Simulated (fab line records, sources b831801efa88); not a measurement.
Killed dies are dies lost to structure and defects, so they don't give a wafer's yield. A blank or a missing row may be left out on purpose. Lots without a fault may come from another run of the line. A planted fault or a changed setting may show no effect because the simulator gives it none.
A struck lot beside a sound one | flow sky130 | 22 steps out of a route of 708
Sound: wafers L586.1, L586.2, L586.4. Struck: wafers L595.2, L595.5, L595.6. The cause comes at the end.
At each step with rows: each side's tool, then ch and its chambers, then its first start. Under that, the readings that differ: sound wafers | struck wafers | difference of the means | sigmas: that difference in standard deviations of wafers without a fault.
alike: readings whose means differ by less than 2 such deviations, and words and numbers that are the same on both sides. not compared: withheld readings, readings that some wafer has no value for, bounds like >300 that may hide the same value, and numbers for which the record gives no deviation and whose values overlap.
The two part at a step that has a row with sigmas, a row that says differs or no value, or rows on one side only. Numbers that don't overlap but have no deviation are shown without sigmas and don't part them. A reading that every wafer of one side lacks parts them only if that side has two wafers or more.

SKY_POLY_GATE_THK_MEAS_21:
  sound on film_metro-04, day 16 23:53; struck on film_metro-02, day 20 13:16
  alike: POLY_GATE_OXIDATION_THK
SKY_POLY_GATE_CD_MEAS_22:
  sound on cd_sem-02, day 16 23:57; struck on cd_sem-01, day 20 13:21
  alike: cd_nm
then, 7 steps without rows for these wafers: SKY_LDD_N_DEHYDRATE_00 (time 60 s); SKY_LDD_N_HMDS_01 (prime time 60 s); SKY_LDD_N_COAT_02 (resist thk 300 nm); SKY_LDD_N_SOFTBAKE_03 (time 60 s); SKY_LDD_N_EXPOSE_04 (exposes mask NTM, target cd 840 nm); SKY_LDD_N_PEB_05; SKY_LDD_N_DEVELOP_06 (develop time 60 s).
SKY_LDD_N_OVL_MEAS_07:
  sound on overlay-02, day 18 05:40; struck on overlay-01, day 21 19:40
  alike: LDD_N_OVL
then, 2 steps without rows for these wafers: SKY_LDD_N_IMPLANT_08; SKY_LDD_N_IMPLANT_09.
SKY_LDD_N_IMPLANT_10:
  sound on implanter-02 ch 0, day 18 06:00; struck on implanter-04 ch 0, day 21 20:01
  reading            | sound                         | struck                        | difference | sigmas
  dose_ions_cm2      | 7.514e+13 7.489e+13 7.497e+13 | 4.729e+13 4.744e+13 4.727e+13 | -2.767e+13 | -99 or more
  faraday_current_uA | 425 426 422                   | 257 270 258                   | -163       | -19
then, 5 steps without rows for these wafers: SKY_LDD_N_IMPLANT_11; SKY_LDD_N_IMPLANT_12; SKY_LDD_N_IMPLANT_13; SKY_LDD_N_IMPLANT_14; SKY_LDD_N_IMPLANT_15.
SKY_LDD_N_STRIP_16: strips in O2/N2.
  sound on plasma_asher-01 ch 0,1, day 18 06:54; struck on plasma_asher-03 ch 0,1, day 21 20:54
  reading                      | sound             | struck            | difference | sigmas
  strip_time_to_endpoint_s (s) | 4.322 4.285 4.310 | 4.254 4.229 4.228 | -0.069     | -5
  alike: drypump_motor_current_A, oes_product_au
  not compared: rf_hours_counter_h
SKY_LDD_N_TW_MEAS_17:
  sound on film_metro-03, day 18 07:00; struck on film_metro-03, day 21 21:01
  reading  | sound          | struck         | difference | sigmas
  LDD_N_TW | 2581 2587 2580 | 2562 2544 2551 | -30        | -3
then, 1 step without rows for these wafers: SKY_LDD_P_DEHYDRATE_00 (time 60 s).
-- the record jumps here: 27 days lie between the struck wafers' starts before and after (it left off in module LDD_P and takes up again in module PAD_OPEN, whose first step shown is number 708 of the route) --
SKY_PAD_OPEN_PROBE_99:
  sound on prober-01, day 46 04:29; struck on prober-01, day 48 10:56
  reading                     | sound             | struck            | difference | sigmas
  model.etest.tip_n.rs_ohm_sq | 445.9 441.4 444.4 | 475.2 472.6 474.6 | +30.2      |
  alike: killed_at_M0_to_M3, killed_at_M4_up, killed_at_contacts, killed_at_front_end, killed_at_other, killed_dies, killed_open, killed_short

WHERE THEY PART
First at SKY_LDD_N_IMPLANT_10; last, within this record, at SKY_LDD_N_TW_MEAS_17. Later steps at which nothing parts them and some readings are alike: SKY_PAD_OPEN_PROBE_99.

WHY: what the simulator had put in
Process parameter drift: implanter-04, from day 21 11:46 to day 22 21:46, at SKY_LDD_N_IMPLANT_10. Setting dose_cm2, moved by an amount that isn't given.
